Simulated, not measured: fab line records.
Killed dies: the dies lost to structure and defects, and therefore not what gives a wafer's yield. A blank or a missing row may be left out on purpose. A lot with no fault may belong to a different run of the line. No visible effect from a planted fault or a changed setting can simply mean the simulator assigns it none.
One fault seen from 2 desks ; flow sky130 ; numbers are kept per desk, each desk with only its own; the story behind them comes last

## FROM THE METROLOGY DESK
What the gauges read for every lot (on any tool): the sampled wafers with a number, averaged. The brackets show how far a lot's mean lies from the usual mean; more than 4 standard deviations puts the lot out of limits, marked OUT.
Columns: A = METAL3_OVL at SKY_METAL3_OVL_MEAS_14, usual 4 nm
lot;first seen here;A
L908;day 39 01:42;5
L910;day 39 15:09;1
L909;day 39 20:17;6
L912;day 40 03:02;16
L919;day 41 17:22;4
L920;day 42 07:35;10
L921;day 42 15:10;4
L923;day 42 19:33;2
L924;day 43 23:20;6
L925;day 43 23:41;3
L930;day 44 17:14;9
L931;day 44 18:24;-1
Finding of this desk: none of the 12 lots has anything out of limits.

## DESK OF THE TOOL OWNER: rie_metal-04
The tool's own readings at SKY_METAL4_METAL_ETCH_18 (etches the open film in Cl2/BCl3, stops on SiO2, target depth 845 nm, time 183.1 s): means of the sampled wafers that have a number, for each lot that ran on this tool. The brackets show how far a lot's mean lies from the usual mean; more than 4 standard deviations puts the lot out of limits, marked OUT.
Columns: A = bias_w at SKY_METAL4_METAL_ETCH_18, usual 48.53 W; B = chamber_pressure_mTorr at SKY_METAL4_METAL_ETCH_18, usual 10.000 mTorr; C = drypump_motor_current_A at SKY_METAL4_METAL_ETCH_18, usual 5.73 A; D = oes_product_au at SKY_METAL4_METAL_ETCH_18, usual 0.855 a.u.; E = throttle_valve_pct at SKY_METAL4_METAL_ETCH_18, usual 22.265 %
lot;first seen here;A;B;C;D;E
L908;day 42 06:39;48.40;10.000;5.68;0.851;22.268
L919;day 44 19:13;48.49;10.000;5.67;0.850;22.264
L920;day 45 08:19;50.87 (+17) OUT;10.004;5.81;0.852;22.257
L921;day 45 16:16;50.01 (+11) OUT;10.000;5.67;0.858;22.271
This desk finds L920, L921 out of limits, L920 being first, at day 45 08:19 (bias_w at SKY_METAL4_METAL_ETCH_18). L908, L919: within limits.

## ALL TOGETHER
An alarm could have come from the tool owner's desk at day 45 08:19, on L920, L921.
Metrology desk: nothing out of limits seen.
The metrology desk has L920, L921 on record, within its limits.
Of the lots named, all ran SKY_METAL4_METAL_ETCH_18 on rie_metal-04.

## WHAT WAS PUT IN BY THE SIMULATOR
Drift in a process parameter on rie_metal-04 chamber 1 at SKY_METAL4_METAL_ETCH_18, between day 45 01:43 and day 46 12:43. Setting bias_w shifted by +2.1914 from 48.5. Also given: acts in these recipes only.
Shown lots that were struck: L920, L921.
Time in hours from fault onset to the first out-of-limits reading at each desk: the tool owner's desk, 7.
